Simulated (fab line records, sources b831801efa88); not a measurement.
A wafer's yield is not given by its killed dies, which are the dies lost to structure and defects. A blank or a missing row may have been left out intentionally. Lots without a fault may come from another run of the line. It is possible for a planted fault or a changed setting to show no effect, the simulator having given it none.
Chamber matching	flow sky130	SKY_SPACER_ETCHBACK_02 on rie diel-04 has 4 sister chambers
The step etches Si3N4 in CH3F/O2, stops on SiO2, time 46.7 s, target depth 45 nm. 4 wafers are shown with their chamber, then 7 later ones without.

## WAFERS, EACH WITH ITS CHAMBER
wafer	chamber	oes product au (a.u.)
L711.2	0	0.862
L713.5	1	0.851
L713.6	2	0.845
L716.4	3	0.849

## WAFERS WITH NO CHAMBER GIVEN
wafer	oes product au (a.u.)
L716.6	0.846
L717.2	0.854
L717.3	0.861
L717.5	0.856
L728.2	0.859
L728.4	0.860
L728.6	0.865

## CHAMBER TAKEN BY EACH
wafer	from the rows above	in truth
L716.6	can't be placed: 2 or 3 or 1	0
L717.2	can't be placed: 1 or 3 or 0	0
L717.3	0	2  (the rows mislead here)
L717.5	can't be placed: 1 or 0 or 3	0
L728.2	can't be placed: 0 or 1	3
L728.4	0	0
L728.6	0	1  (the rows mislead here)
Placed correctly: 1 of 7. From these rows, 4 cannot be placed; in 2 the true chamber is one of the candidates. Wrongly placed: 2.
How it was worked out, from the rows above alone: a wafer's distance from a chamber is the root of the sum, over the readings, of the square of ((its reading less the chamber's mean) divided by the reading's scatter). If the next closest chamber is less than 2 further off than the closest, the wafer can't be placed; otherwise it belongs to the closest. The mean given for a chamber averages the wafers shown for that chamber. The scatter: root of mean squared gap, hidden wafer to nearest shown wafer, with one shown wafer a chamber.
